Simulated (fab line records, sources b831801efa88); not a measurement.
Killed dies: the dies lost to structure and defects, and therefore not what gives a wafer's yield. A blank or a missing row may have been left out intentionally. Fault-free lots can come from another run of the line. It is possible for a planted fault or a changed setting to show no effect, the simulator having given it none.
fab line records	flow sky130	part 1 of 2: steps 1 to 35 of 44
record lots=5	wafers=15	last-day=50
route steps=708 shown GATE_OXIDE@195 POLY_GATE@204 RES_PROTECT@206 LDD_N@237
lots untouched by any fault: they come from a run of this same line in which no faults occurred
start-h: hours from the record's first day to the start of the lot's first wafer shown	wait-h: hours from the lot's prior step to this one	" same as the row above	L1.1+2: a row that stands for several wafers	- no value, or no start was given	* or withheld: withheld	< > ~ a bound
route shown NAME@n: a module of which the file shows steps, and the number in the route of the first	usual: mean and standard deviation over wafers with no fault	same: alike in all rows	chamber/n: place in a boat	sites: each site's reading	_std_site: standard deviation across them	_edge_site: inner sites' mean taken away from outer sites' mean	radius-mm: for every site, how far away it sits from the centre of the wafer	mask NAME#n: copy n	behind: the last tool/chamber to shape the wafer	hold: what put the lot on hold/how long, in hours/how the hold closed	device: names the non-switching transistor (n, p or np)	end of line: the tests these same wafers got at the end of their route	where a step has no rows: the recipe by itself	killed: not the wafer's yield, but the dies lost to structure and defects at the first sort	map: per-die view of a wafer (x killed, . not killed, _ where there is no die)
set.NAME: the setting as run; set.NAME@STEP: as run at that earlier step	model.NAME: the simulator's own value behind a step, which no gauge read
certain route steps with their lots: each step a table, each wafer a row
services: the hour from which a tool's chamber was out of use, counted from the record's first day as start-h (under 0 if before that day), plus the number of hours and why
## steps
# step SKY_GATE_OXIDE_PEB_08
# recipe temp-c=withheld	time-s=*	resist=NOVOLAK
lot.wafer	tool	chamber	start-h	wait-h
L075.2+3+6	litho-track-04	0	-	-
L079.3+4+5	litho-track-01	0	-	-
L080.2+5+6	litho-track-03	0	-	-
L089.2+4+6	litho-track-01	0	-	-
L097.2+4+6	litho-track-01	0	-	-
# step SKY_GATE_OXIDE_DEVELOP_09
# recipe resist=NOVOLAK	developer=TMAH	develop-time-s=60	dev-temp-c=23
lot.wafer	tool	chamber	start-h	wait-h
L075.2+3+6	litho-track-04	0	317.99	0.1
L079.3+4+5	litho-track-01	0	365.50	0.1
L080.2+5+6	litho-track-03	0	366.05	0.1
L089.2+4+6	litho-track-01	0	423.38	0.1
L097.2+4+6	litho-track-01	0	493.58	0.1
# step SKY_GATE_OXIDE_OVL_MEAS_10
# usual GATE_OXIDE_OVL=0.8/1.1
lot.wafer	tool	chamber	start-h	wait-h	GATE_OXIDE_OVL[nm]
L075.2	overlay-02	-	318.12	0.1	-0.1
L075.3	"	-	"	"	0.6
L075.6	"	-	"	"	1.5
L079.3	overlay-02	-	365.61	0.1	0.6
L079.4	"	-	"	"	0.0
L079.5	"	-	"	"	0.3
L080.2	overlay-01	-	366.18	0.1	1.3
L080.5	"	-	"	"	1.1
L080.6	"	-	"	"	-0.4
L089.2	overlay-01	-	423.51	0.1	2.6
L089.4	"	-	"	"	0.2
L089.6	"	-	"	"	0.1
L097.2	overlay-01	-	493.71	0.1	0.8
L097.4	"	-	"	"	2.4
L097.6	"	-	"	"	1.0
# step SKY_GATE_OXIDE_IMPLANT_11
# recipe species=B	energy-kev=10	dose-cm2=2.6e+12	tilt-deg=withheld
lot.wafer	tool	chamber	start-h	wait-h
L075.2+3+6	implanter-04	0	318.18	0.0
L079.3+4+5	implanter-02	0	365.69	0.1
L080.2+5+6	implanter-03	0	366.23	0.0
L089.2+4+6	implanter-04	0	423.56	0.0
L097.2+4+6	implanter-02	0	493.76	0.0
# step SKY_GATE_OXIDE_WET_ETCH_12
# recipe chemistry=dHF	target-depth-nm=16.8	dry=n2-spin	target=SiO2	dilution=100:1	temp-c=25	time-s=336
lot.wafer	tool	chamber	start-h	wait-h
L075.2+3+6	wet-bench-03	3	318.30	0.1
L079.3+4+5	wet-bench-03	0	365.79	0.1
L080.2+5+6	wet-bench-04	2	366.36	0.1
L089.2+4+6	wet-bench-01	2	423.70	0.1
L097.2+4+6	wet-bench-01	0	493.89	0.1
# step SKY_GATE_OXIDE_STRIP_13
# recipe chemistry=O2/N2	power-w=1400	pressure-mtorr=1500	platen-temp-c=withheld	o2-flow-sccm=3000	n2-flow-sccm=300	overash-fraction=0.5
# usual drypump-motor-current-A=5.8/0.45	oes-product-au=0.715/0.0046	strip-time-to-endpoint-s=14.16/0.038
lot.wafer	tool	chamber	start-h	wait-h	drypump-motor-current-A	oes-product-au	rf-hours-counter-h	strip-time-to-endpoint-s
L075.2	plasma-asher-04	1	318.40	0.0	5.0	0.715	50	14.09
L075.3	"	0	"	"	6.7	0.704	-	14.14
L075.6	"	0	"	"	6.7	0.707	-	14.12
L079.3	plasma-asher-03	1	365.92	0.0	5.8	0.717	-	14.23
L079.4	"	0	"	"	6.1	0.716	-	14.25
L079.5	"	1	"	"	5.8	0.721	-	14.21
L080.2	plasma-asher-03	1	366.46	0.0	5.8	0.716	65	14.21
L080.5	"	0	"	"	6.1	0.719	-	14.16
L080.6	"	1	"	"	5.8	0.718	-	14.24
L089.2	plasma-asher-04	0	423.80	0.0	6.7	0.711	56	14.18
L089.4	"	0	"	"	6.7	0.717	-	14.20
L089.6	"	1	"	"	5.0	0.716	-	14.23
L097.2	plasma-asher-02	1	493.99	0.0	5.7	0.717	7	14.14
L097.4	"	0	"	"	5.7	0.716	-	14.11
L097.6	"	1	"	"	5.7	0.716	-	14.13
# step SKY_GATE_OXIDE_TW_MEAS_14
# usual GATE_OXIDE_TW=222.9/1.2
lot.wafer	tool	chamber	start-h	wait-h	GATE_OXIDE_TW
L075.2	film-metro-03	-	318.51	0.1	223.0
L075.3	"	-	"	"	222.4
L075.6	"	-	"	"	223.3
L079.3	film-metro-03	-	366.01	0.1	223.0
L079.4	"	-	"	"	222.8
L079.5	"	-	"	"	222.7
L080.2	film-metro-01	-	366.57	0.1	222.6
L080.5	"	-	"	"	223.5
L080.6	"	-	"	"	224.0
L089.2	film-metro-03	-	423.91	0.1	222.6
L089.4	"	-	"	"	222.5
L089.6	"	-	"	"	222.9
L097.2	film-metro-02	-	494.10	0.1	225.2
L097.4	"	-	"	"	223.5
L097.6	"	-	"	"	223.3
# step SKY_GATE_OXIDE_CLEAN_15
# recipe chemistry=SC1/SC2	mix=1:4:20	temp-c=70	time-s=150	dry=n2-spin
lot.wafer	tool	chamber	start-h	wait-h
L075.2+3+6	wet-bench-04	0	318.56	0.0
L079.3+4+5	wet-bench-04	0	366.05	0.0
L080.2+5+6	wet-bench-03	0	366.62	0.0
L089.2+4+6	wet-bench-04	0	423.96	0.0
L097.2+4+6	wet-bench-03	1	494.15	0.0
# step SKY_GATE_OXIDE_OXIDATION_16
# recipe temp-c=800	ambient=O2	idle-temp-c=700	ramp-up-c-per-min=10	ramp-down-c-per-min=3	stabilise-s=600	purge-s=300	target-thk-a=35.7	ox-time-s=1915
# usual tube-center-temp-C=800.01/0.072	tube_center_temp_C_max=802.0/0.36
lot.wafer	tool	chamber	start-h	wait-h	tube-center-temp-C	tube_center_temp_C_max
L075.2	furnace-02	0	319.39	0.8	800.04	801.9
L075.3	"	0	"	"	800	802.0
L075.6	"	0	"	"	799.9	801.3
L079.3	furnace-01	0	366.63	0.5	800.02	801.7
L079.4	"	0	"	"	800.03	802.0
L079.5	"	0	"	"	799.91	802.9
L080.2	furnace-02	0	366.85	0.2	799.99	801.8
L080.5	"	0	"	"	799.99	802.1
L080.6	"	0	"	"	800.07	801.7
L089.2	furnace-02	0	425.55	1.5	800.06	802.0
L089.4	"	0	"	"	800.09	801.9
L089.6	"	0	"	"	800.16	802.1
L097.2	furnace-01	0	494.48	0.2	800.03	802.3
L097.4	"	0	"	"	800.06	801.9
L097.6	"	0	"	"	799.99	802.1
# step SKY_POLY_GATE_CVD_00
# recipe material=poly-Si	target-thk-nm=180	temp-c=620	time-s=720	pressure-mtorr=200
lot.wafer	tool	chamber	start-h	wait-h
L075.2+3+6	lpcvd-01	1	320.93	0.0
L079.3+4+5	lpcvd-01	1	368.16	0.0
L080.2+5+6	lpcvd-01	1	369.36	1.0
L089.2+4+6	lpcvd-01	0	427.08	0.0
L097.2+4+6	lpcvd-01	1	496.01	0.0
# step SKY_POLY_GATE_THK_MEAS_01
# recipe reads=poly-Si_of_POLY_GATE_CVD_00
# usual POLY_GATE_CVD_00_THK=180.3/1.6
lot.wafer	tool	chamber	start-h	wait-h	POLY_GATE_CVD_00_THK[nm]
L075.2	film-metro-03	-	322.14	0.0	183.6
L075.3	"	-	"	"	183.2
L075.6	"	-	"	"	181.6
L079.3	film-metro-04	-	369.44	0.1	179.8
L079.4	"	-	"	"	179.5
L079.5	"	-	"	"	180.3
L080.2	film-metro-04	-	370.57	0.0	179.9
L080.5	"	-	"	"	180.6
L080.6	"	-	"	"	179.3
L089.2	film-metro-03	-	428.29	0.0	178.9
L089.4	"	-	"	"	180.1
L089.6	"	-	"	"	179.7
L097.2	film-metro-03	-	497.22	0.0	177.8
L097.4	"	-	"	"	176.6
L097.6	"	-	"	"	177.4
# step SKY_RES_PROTECT_DEHYDRATE_00
# recipe temp-c=200	time-s=60
lot.wafer	tool	chamber	start-h	wait-h
L075.2+3+6	litho-track-03	0	335.00	12.9
L079.3+4+5	litho-track-02	0	383.32	13.9
L080.2+5+6	litho-track-03	0	384.35	13.8
L089.2+4+6	litho-track-02	0	443.10	14.8
L097.2+4+6	litho-track-02	0	508.35	11.1
# step SKY_RES_PROTECT_HMDS_01
# recipe prime-time-s=60	prime-temp-c=120
lot.wafer	tool	chamber	start-h	wait-h
L075.2+3+6	litho-track-03	0	335.15	0.1
L079.3+4+5	litho-track-02	0	383.47	0.1
L080.2+5+6	litho-track-03	0	384.50	0.1
L089.2+4+6	litho-track-02	0	443.25	0.1
L097.2+4+6	litho-track-02	0	508.50	0.1
# step SKY_RES_PROTECT_COAT_02
# recipe resist=NOVOLAK	spin-rpm=3000	resist-thk-nm=1140
lot.wafer	tool	chamber	start-h	wait-h
L075.2+3+6	litho-track-03	0	335.30	0.1
L079.3+4+5	litho-track-02	0	383.62	0.1
L080.2+5+6	litho-track-03	0	384.65	0.1
L089.2+4+6	litho-track-02	0	443.40	0.1
L097.2+4+6	litho-track-02	0	508.65	0.1
# step SKY_RES_PROTECT_SOFTBAKE_03
# recipe temp-c=90	time-s=60	resist=NOVOLAK
lot.wafer	tool	chamber	start-h	wait-h
L075.2+3+6	litho-track-03	0	335.45	0.1
L079.3+4+5	litho-track-02	0	383.77	0.1
L080.2+5+6	litho-track-03	0	384.80	0.1
L089.2+4+6	litho-track-02	0	443.55	0.1
L097.2+4+6	litho-track-02	0	508.80	0.1
# step SKY_RES_PROTECT_EXPOSE_04
# recipe mask-id=RPM	na=0.6	source-shape=conventional	sigma-outer=0.6	polarization=unpolarized	target-cd-nm=1270	dose-mj=131
lot.wafer	tool	chamber	start-h	wait-h	mask
L075.2+3+6	iline-stepper-01	0	-	-	RPM#0
L079.3+4+5	iline-stepper-02	0	-	-	RPM#0
L080.2+5+6	iline-stepper-02	0	-	-	RPM#0
L089.2+4+6	iline-stepper-01	0	-	-	RPM#0
L097.2+4+6	iline-stepper-02	0	-	-	RPM#0
# step SKY_RES_PROTECT_PEB_05
# recipe temp-c=withheld	time-s=*	resist=NOVOLAK
lot.wafer	tool	chamber	start-h	wait-h
L075.2+3+6	litho-track-01	0	-	-
L079.3+4+5	litho-track-03	0	-	-
L080.2+5+6	litho-track-03	0	-	-
L089.2+4+6	litho-track-03	0	-	-
L097.2+4+6	litho-track-03	0	-	-
# step SKY_RES_PROTECT_DEVELOP_06
# recipe resist=NOVOLAK	developer=TMAH	develop-time-s=60	dev-temp-c=23
lot.wafer	tool	chamber	start-h	wait-h
L075.2+3+6	litho-track-01	0	347.38	0.1
L079.3+4+5	litho-track-03	0	398.12	0.1
L080.2+5+6	litho-track-03	0	398.70	0.1
L089.2+4+6	litho-track-03	0	458.50	0.1
L097.2+4+6	litho-track-03	0	520.89	0.1
# step SKY_POLY_GATE_IMPLANT_02
# recipe species=P	energy-kev=30	dose-cm2=7.7e+15	tilt-deg=0
lot.wafer	tool	chamber	start-h	wait-h
L075.2+3+6	implanter-04	0	347.53	0.1
L079.3+4+5	implanter-01	0	398.27	0.1
L080.2+5+6	implanter-03	0	398.85	0.1
L089.2+4+6	implanter-03	0	458.65	0.1
L097.2+4+6	implanter-04	0	521.04	0.1
# step SKY_RES_PROTECT_STRIP_07
# recipe chemistry=O2/N2	power-w=1400	pressure-mtorr=1500	platen-temp-c=withheld	o2-flow-sccm=3000	n2-flow-sccm=300	overash-fraction=0.5
# usual drypump-motor-current-A=5.7/0.56	oes-product-au=0.517/0.0049	strip-time-to-endpoint-s=23.29/0.041
lot.wafer	tool	chamber	start-h	wait-h	drypump-motor-current-A	oes-product-au	rf-hours-counter-h	strip-time-to-endpoint-s
L075.2	plasma-asher-02	0	347.65	0.1	5.7	0.526	66	23.32
L075.3	"	1	"	"	5.7	0.533	-	23.32
L075.6	"	1	"	"	5.6	0.520	-	23.32
L079.3	plasma-asher-01	0	398.40	0.1	6.0	0.513	-	23.30
L079.4	"	1	"	"	5.3	0.519	-	23.35
L079.5	"	0	"	"	6.0	0.518	-	23.31
L080.2	plasma-asher-02	0	398.97	0.1	5.7	0.515	71	23.24
L080.5	"	0	"	"	5.7	0.512	-	23.26
L080.6	"	1	"	"	5.7	0.518	-	23.28
L089.2	plasma-asher-01	0	458.77	0.1	6.0	0.520	36	23.31
L089.4	"	0	"	"	6.0	0.514	-	23.30
L089.6	"	0	"	"	6.0	0.511	-	23.33
L097.2	plasma-asher-04	0	521.17	0.1	6.7	0.509	66	23.29
L097.4	"	0	"	"	6.7	0.516	-	23.26
L097.6	"	1	"	"	5.0	0.512	-	23.28
# step SKY_RES_PROTECT_TW_MEAS_08
# usual POLY_GATE_TW=4027/29
lot.wafer	tool	chamber	start-h	wait-h	POLY_GATE_TW
L075.2	film-metro-03	-	347.76	0.1	3999
L075.3	"	-	"	"	4000
L075.6	"	-	"	"	3997
L079.3	film-metro-04	-	398.49	0.1	4053
L079.4	"	-	"	"	4052
L079.5	"	-	"	"	4071
L080.2	film-metro-03	-	399.08	0.1	4017
L080.5	"	-	"	"	3998
L080.6	"	-	"	"	4027
L089.2	film-metro-03	-	458.88	0.1	3988
L089.4	"	-	"	"	4007
L089.6	"	-	"	"	3980
L097.2	film-metro-04	-	521.28	0.1	4065
L097.4	"	-	"	"	4045
L097.6	"	-	"	"	4042
# step SKY_RES_PROTECT_CLEAN_09
# recipe chemistry=SC1/SC2	mix=1:4:20	temp-c=70	time-s=150	dry=n2-spin
lot.wafer	tool	chamber	start-h	wait-h
L075.2+3+6	wet-bench-01	0	347.81	0.0
L079.3+4+5	wet-bench-02	1	398.53	0.0
L080.2+5+6	wet-bench-04	2	399.13	0.0
L089.2+4+6	wet-bench-04	1	458.93	0.0
L097.2+4+6	wet-bench-04	3	521.33	0.0
# step SKY_POLY_GATE_CVD_03
# recipe material=Si3N4	precursor=DCS/NH3	target-thk-nm=75	temp-c=770	time-s=1290	pressure-mtorr=250
lot.wafer	tool	chamber	start-h	wait-h
L075.2+3+6	lpcvd-02	0	349.50	1.6
L079.3+4+5	lpcvd-02	1	399.68	1.1
L080.2+5+6	lpcvd-02	1	399.68	0.5
L089.2+4+6	lpcvd-02	1	458.98	0.0
L097.2+4+6	lpcvd-02	1	521.58	0.2
# step SKY_POLY_GATE_THK_MEAS_04
# recipe reads=Si3N4_of_POLY_GATE_CVD_03
# usual POLY_GATE_CVD_03_THK=75.5/0.78
lot.wafer	tool	chamber	start-h	wait-h	POLY_GATE_CVD_03_THK[nm]
L075.2	film-metro-04	-	350.88	0.0	74.3
L075.3	"	-	"	"	73.9
L075.6	"	-	"	"	73.9
L079.3	film-metro-04	-	401.06	0.0	75.0
L079.4	"	-	"	"	74.9
L079.5	"	-	"	"	75.0
L080.2	film-metro-03	-	401.11	0.1	75.2
L080.5	"	-	"	"	75.5
L080.6	"	-	"	"	74.7
L089.2	film-metro-01	-	460.35	0.0	75.5
L089.4	"	-	"	"	75.8
L089.6	"	-	"	"	75.4
L097.2	film-metro-01	-	522.95	0.0	75.5
L097.4	"	-	"	"	75.8
L097.6	"	-	"	"	76.3
# step SKY_POLY_GATE_DEHYDRATE_05
# recipe temp-c=200	time-s=60
lot.wafer	tool	chamber	start-h	wait-h
L075.2+3+6	litho-track-04	0	363.84	12.9
L079.3+4+5	litho-track-02	0	415.27	14.2
L080.2+5+6	litho-track-03	0	416.05	14.9
L089.2+4+6	litho-track-02	0	475.25	14.9
L097.2+4+6	litho-track-03	0	540.39	17.4
# step SKY_POLY_GATE_HMDS_06
# recipe prime-time-s=60	prime-temp-c=120
lot.wafer	tool	chamber	start-h	wait-h
L075.2+3+6	litho-track-04	0	363.99	0.1
L079.3+4+5	litho-track-02	0	415.42	0.1
L080.2+5+6	litho-track-03	0	416.20	0.1
L089.2+4+6	litho-track-02	0	475.40	0.1
L097.2+4+6	litho-track-03	0	540.54	0.1
# step SKY_POLY_GATE_COAT_07
# recipe resist=BARC	temp-c=withheld	time-s=withheld	spin-rpm=3000	resist-thk-nm=110
lot.wafer	tool	chamber	start-h	wait-h
L075.2+3+6	litho-track-04	0	364.14	0.1
L079.3+4+5	litho-track-02	0	415.57	0.1
L080.2+5+6	litho-track-03	0	416.35	0.1
L089.2+4+6	litho-track-02	0	475.55	0.1
L097.2+4+6	litho-track-03	0	540.69	0.1
# step SKY_POLY_GATE_COAT_08
# recipe resist=KrF-thick	spin-rpm=3000	resist-thk-nm=450
lot.wafer	tool	chamber	start-h	wait-h
L075.2+3+6	litho-track-04	0	-	-
L079.3+4+5	litho-track-02	0	-	-
L080.2+5+6	litho-track-03	0	-	-
L089.2+4+6	litho-track-02	0	-	-
L097.2+4+6	litho-track-03	0	-	-
# step SKY_POLY_GATE_SOFTBAKE_09
# recipe temp-c=100	time-s=90	resist=KrF-thick
lot.wafer	tool	chamber	start-h	wait-h
L075.2+3+6	litho-track-04	0	-	-
L079.3+4+5	litho-track-02	0	-	-
L080.2+5+6	litho-track-03	0	-	-
L089.2+4+6	litho-track-02	0	-	-
L097.2+4+6	litho-track-03	0	-	-
# step SKY_POLY_GATE_EXPOSE_10
# recipe mask-id=P1M	na=0.68	source-shape=conventional	sigma-outer=0.6	target-cd-nm=150	dose-mj=28
lot.wafer	tool	chamber	start-h	wait-h	mask
L075.2+3+6	krf-scanner-02	0	-	-	P1M#0
L079.3+4+5	krf-scanner-01	0	-	-	P1M#0
L080.2+5+6	krf-scanner-02	0	-	-	P1M#0
L089.2+4+6	krf-scanner-02	0	-	-	P1M#0
L097.2+4+6	krf-scanner-01	0	-	-	P1M#0
# step SKY_POLY_GATE_PEB_11
# recipe peb-temp-c=withheld	peb-time-s=withheld	resist=KrF-thick
lot.wafer	tool	chamber	start-h	wait-h
L075.2+3+6	litho-track-03	0	-	-
L079.3+4+5	litho-track-02	0	-	-
L080.2+5+6	litho-track-04	0	-	-
L089.2+4+6	litho-track-04	0	-	-
L097.2+4+6	litho-track-04	0	-	-
# step SKY_POLY_GATE_DEVELOP_12
# recipe develop-time-s=60	resist=KrF-thick	dev-temp-c=21
lot.wafer	tool	chamber	start-h	wait-h
L075.2+3+6	litho-track-03	0	-	-
L079.3+4+5	litho-track-02	0	-	-
L080.2+5+6	litho-track-04	0	-	-
L089.2+4+6	litho-track-04	0	-	-
L097.2+4+6	litho-track-04	0	-	-
# step SKY_POLY_GATE_CD_MEAS_13
# recipe target-cd-nm=150
# usual cd-nm=149.6/1.4
lot.wafer	tool	chamber	start-h	wait-h	cd-nm
L075.2	cd-sem-01	-	377.64	-	148.2
L075.3	"	-	"	"	148.8
L075.6	"	-	"	"	148.6
L079.3	cd-sem-02	-	431.11	-	149.5
L079.4	"	-	"	"	149.2
L079.5	"	-	"	"	149.3
L080.2	cd-sem-02	-	432.08	-	149.1
L080.5	"	-	"	"	149.2
L080.6	"	-	"	"	148.6
L089.2	cd-sem-01	-	491.18	-	147.9
L089.4	"	-	"	"	147.2
L089.6	"	-	"	"	149.3
L097.2	cd-sem-02	-	553.28	-	150.8
L097.4	"	-	"	"	152.0
L097.6	"	-	"	"	149.6
# step SKY_POLY_GATE_OVL_MEAS_14
# usual POLY_GATE_OVL=-2/5.3
lot.wafer	tool	chamber	start-h	wait-h	POLY_GATE_OVL[nm]
L075.2	overlay-02	-	377.75	0.1	-7
L075.3	"	-	"	"	1
L075.6	"	-	"	"	-8
L079.3	overlay-02	-	431.21	0.1	-7
L079.4	"	-	"	"	-3
L079.5	"	-	"	"	-3
L080.2	overlay-02	-	432.19	0.1	-8
L080.5	"	-	"	"	1
L080.6	"	-	"	"	0
L089.2	overlay-01	-	491.29	0.1	-4
L089.4	"	-	"	"	-9
L089.6	"	-	"	"	-7
L097.2	overlay-01	-	553.39	0.1	-6
L097.4	"	-	"	"	-6
L097.6	"	-	"	"	-3
# step SKY_POLY_GATE_ETCH_15
# recipe chemistry=N2/H2	target=BARC	ion-energy-ev=200	source-w=500	bias-w=100	pressure-mtorr=30	n2-flow-sccm=100	h2-flow-sccm=200	stop-on=SiO2	time-s=118.5	target-depth-a=1100
# usual drypump-motor-current-A=5.8/0.39	h2-flow-sccm=200.1/0.57	oes-product-au=0.717/0.005	throttle-valve-pct=13.214/0.0093
lot.wafer	tool	chamber	start-h	wait-h	drypump-motor-current-A	h2-flow-sccm	oes-product-au	rf-hours-counter-h	throttle-valve-pct
L075.2	rie-diel-03	1	377.78	0.0	6.3	200.6	0.711	99	13.218
L075.3	"	0	"	"	5.7	200.3	0.716	111	13.223
L075.6	"	3	"	"	5.8	200.6	0.708	-	13.207
L079.3	rie-diel-01	0	431.23	0.0	6.6	200.2	0.724	27	13.202
L079.4	"	1	"	"	6.0	200.6	0.718	46	13.206
L079.5	"	1	"	"	6.0	199.9	0.723	-	13.211
L080.2	rie-diel-04	2	432.22	0.0	6.3	199.7	0.721	6	13.200
L080.5	"	0	"	"	5.5	200.1	0.714	-	13.206
L080.6	"	3	"	"	5.5	199.7	0.715	-	13.228
L089.2	rie-diel-03	3	491.32	0.0	5.9	199.5	0.721	9	13.207
L089.4	"	0	"	"	5.7	199.6	0.713	2	13.212
L089.6	"	3	"	"	5.9	200.3	0.718	-	13.232
L097.2	rie-diel-03	0	553.42	0.0	5.7	200.2	0.717	3	13.213
L097.4	"	1	"	"	6.3	199.0	0.710	1	13.213
L097.6	"	0	"	"	5.7	199.3	0.718	-	13.208
